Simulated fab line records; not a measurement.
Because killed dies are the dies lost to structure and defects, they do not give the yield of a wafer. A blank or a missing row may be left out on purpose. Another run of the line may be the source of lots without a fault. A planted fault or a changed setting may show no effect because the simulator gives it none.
A struck lot beside a sound one	flow gf180mcu	18 out of 602 route steps
Sound: the wafers L521.1, L521.3, L521.6. Wafers L532.4, L532.5, L532.6 were the ones struck. The cause is given at the end.
Each step with rows lists, per side, the tool, then ch with its chambers, then its first start. Under that, the readings that differ: sound wafers	struck wafers	difference of the means	sigmas: that difference in standard deviations of wafers without a fault.
alike: readings whose means differ by less than 2 such deviations, and words and numbers that are the same on both sides. not compared: withheld readings, readings that some wafer has no value for, bounds like >300 that may hide the same value, and numbers for which the record gives no deviation and whose values overlap.
A row with sigmas, a row that says differs or no value, or rows on one side alone: a step with any of these is where the two part. When numbers do not overlap yet have no deviation, they are printed without sigmas and do not part them. A reading that every wafer of one side lacks parts them only if that side has two wafers or more.

GF_STI_BOW_MEAS_00:
  sound on film-metro-03 at day 2 16:00; struck on film-metro-03 at day 4 23:04
  alike: INCOMING_BOW
then, 1 step without rows for these wafers: GF_STI_OXIDATION_01 (stabilise 600 s, purge 300 s, target thk 10 nm).
GF_STI_THK_MEAS_02:
  sound on film-metro-03 at day 2 18:13; struck on film-metro-03 at day 5 00:32
  alike: STI_OXIDATION_THK
then, 1 step without rows for these wafers: GF_STI_CVD_03 (deposits Si3N4 from DCS/NH3, target thk 207.16 nm, time 3551 s).
GF_STI_THK_MEAS_04:
  sound on film-metro-01 at day 2 20:15; struck on film-metro-02 at day 5 02:35
  alike: STI_CVD_03_THK
then, 2 steps without rows for these wafers: GF_STI_DEHYDRATE_05 (time 60 s); GF_STI_HMDS_06 (prime time 60 s).
GF_STI_COAT_07: resist thk 700 nm.
  sound on litho-track-04 ch 0, day 3 01:51; struck on litho-track-04 ch 0, day 5 09:37
reading	sound	struck	difference	sigmas
model.KrF_of_STI_COAT_07.thk-nm (nm)	697.5 700.7 700.8	727.2 727.8 727.1	+27.7	
then, 4 steps without rows for these wafers: GF_STI_SOFTBAKE_08 (time 60 s); GF_STI_EXPOSE_09 (exposes mask COMP, target cd 220 nm); GF_STI_PEB_10 (peb time 90 s); GF_STI_DEVELOP_11 (develop time 60 s).
GF_STI_CD_MEAS_12 targets a cd of 220 nm.
  sound on cd-sem-02 at day 3 08:49; struck on cd-sem-02 at day 5 17:28
  alike: cd-nm
GF_STI_ETCH_13: etches the open film in CHF3/O2, stops on Si, target depth 282.31 nm, time 112.9 s.
  sound on rie-diel-04 ch 0,2,3, day 3 08:56; struck on rie-diel-03 ch 0,1,2, day 5 17:34
  alike: O2_flow_sccm, bias-w, chf3-flow-sccm, drypump-motor-current-A, oes-product-au, throttle-valve-pct
  not compared: rf-hours-counter-h
GF_STI_ETCH_14: etches Si in HBr/Cl2/O2, target depth 360 nm, time 102.9 s.
  sound on rie-si-01 ch 0,2,3, day 3 09:01; struck on rie-si-02 ch 1,2, day 5 17:36
reading	sound	struck	difference	sigmas
model.KrF_of_STI_COAT_07.thk-nm (nm)	313.1 325.6 317.9	357.6 333.9 343.8	+26.2	
  alike: O2_flow_sccm, bias-w, drypump-motor-current-A, oes-product-au, throttle-valve-pct
  not compared: rf-hours-counter-h
GF_STI_STRIP_15: strips in O2/N2.
  sound on plasma-asher-03 ch 0, day 3 09:06; struck on plasma-asher-03 ch 0,1, day 5 17:43
reading	sound	struck	difference	sigmas
oes-product-au (a.u.)	0.372 0.386 0.377	0.402 0.384 0.389	+0.013	+2
strip-time-to-endpoint-s (s)	3.65 3.79 3.71	4.11 3.87 3.97	+0.27	+4
  alike: drypump-motor-current-A, heater-power-w
  not compared: rf-hours-counter-h
then, 2 steps without rows for these wafers: GF_STI_CLEAN_16 (cleans in dHF, time 25 s); GF_PASSIVATION_PROBE_99.

== WHERE THEY PART ==
At GF_STI_STRIP_15 and nowhere else, as far as this record goes.

WHY: what the simulator had put in
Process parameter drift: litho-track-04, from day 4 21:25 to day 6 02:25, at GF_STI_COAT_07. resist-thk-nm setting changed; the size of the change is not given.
